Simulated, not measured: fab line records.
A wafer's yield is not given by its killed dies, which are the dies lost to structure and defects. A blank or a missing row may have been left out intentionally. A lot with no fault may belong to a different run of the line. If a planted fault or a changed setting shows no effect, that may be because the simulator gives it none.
Which tool is to blame? + flow gf180mcu + Sampling: 11 lots, 33 wafers, 3 of 602 route steps

WHAT THE GAUGES SHOWED, per wafer
GF_M2_RS_MEAS_05: uses a four-point probe to measure.
| lot  | measured     | on            | M2_ALCU_RS (ohm/sq)  |
|------|--------------|---------------|----------------------|
| L164 | day 18 07:38 | film-metro-03 | 0.0692 0.0701 0.0700 |
| L166 | day 19 06:05 | film-metro-04 | 0.0682 0.0686 0.0683 |
| L173 | day 22 05:27 | film-metro-02 | 0.0747 0.0753 0.0757 |
| L174 | day 22 10:23 | film-metro-02 | 0.0744 0.0733 0.0739 |
| L177 | day 23 09:27 | film-metro-04 | 0.0701 0.0707 0.0700 |
| L179 | day 24 02:05 | film-metro-02 | 0.0693 0.0696 0.0696 |
| L182 | day 25 03:44 | film-metro-02 | 0.0700 0.0708 0.0702 |
| L181 | day 25 04:51 | film-metro-03 | 0.0694 0.0689 0.0688 |
| L183 | day 25 08:34 | film-metro-04 | 0.0681 0.0691 0.0690 |
| L184 | day 25 18:42 | film-metro-02 | 0.0692 0.0690 0.0693 |
| L185 | day 26 06:49 | film-metro-03 | 0.0692 0.0692 0.0692 |

WHAT TOOL EACH LOT RAN ON (gives the tool, then ch and the chambers of the sampled wafers, and finally the start)
| lot  | GF_V1_CMP_04                  | GF_M2_SPUTTER_02             |
|------|-------------------------------|------------------------------|
| L164 | cmp-02 ch 0,1,2, day 17 06:29 | pvd-sputter-03, day 18 07:29 |
| L166 | cmp-01 ch 1,2,3, day 18 03:32 | pvd-sputter-03, day 19 06:00 |
| L173 | cmp-02 ch 0,1,2, day 21 03:46 | pvd-sputter-04, day 22 05:22 |
| L174 | cmp-02 ch 0,1, day 21 08:29   | pvd-sputter-04, day 22 10:16 |
| L177 | cmp-01 ch 2,3, day 22 07:52   | pvd-sputter-03, day 23 09:22 |
| L179 | cmp-02 ch 0,2,3, day 23 01:37 | pvd-sputter-03, day 24 02:00 |
| L182 | cmp-02 ch 0,1, day 24 03:46   | pvd-sputter-03, day 25 03:37 |
| L181 | cmp-01 ch 0,2,3, day 24 04:58 | pvd-sputter-04, day 25 04:43 |
| L183 | cmp-01 ch 0,3, day 24 08:19   | pvd-sputter-03, day 25 08:29 |
| L184 | cmp-02 ch 1,2,3, day 24 18:52 | pvd-sputter-02, day 25 18:37 |
| L185 | cmp-02 ch 0,2,3, day 25 07:45 | pvd-sputter-02, day 26 06:42 |
- GF_V1_CMP_04: polishes SiO2.
- GF_M2_SPUTTER_02: material AlCu, target thk 450 nm, time 23.9 s.

THE ANSWER, worked out from the rows above alone
Rule: the usual values come from the lots themselves. Put in order of their means at a reading, lots are off if they are a third of the lots or fewer, leave a main group of 4 or more, and stand apart from it by a gap of 3 or more times the standard deviation of the main group's means; of several such gaps the widest counts. If all means in a main group match to the digits the tables above print for the reading, that group is not used. A lot without any number at a reading at which 4 lots or more have one is off too. Where the step has rows for the other lots, those lots are counted as sound.
Off: L173, L174, at GF_M2_RS_MEAS_05 (M2_ALCU_RS). Main group: mean 0.0694 ohm/sq, sd 0.00062.
If a tool, at a process step before that reading, ran all the lots that are off and no sound lot after the first of them, it fits. Those tools and the gauges at GF_M2_RS_MEAS_05 are tried in the same way. Not one of the candidates tried fits.

WHAT THE SIMULATOR HAD INSERTED
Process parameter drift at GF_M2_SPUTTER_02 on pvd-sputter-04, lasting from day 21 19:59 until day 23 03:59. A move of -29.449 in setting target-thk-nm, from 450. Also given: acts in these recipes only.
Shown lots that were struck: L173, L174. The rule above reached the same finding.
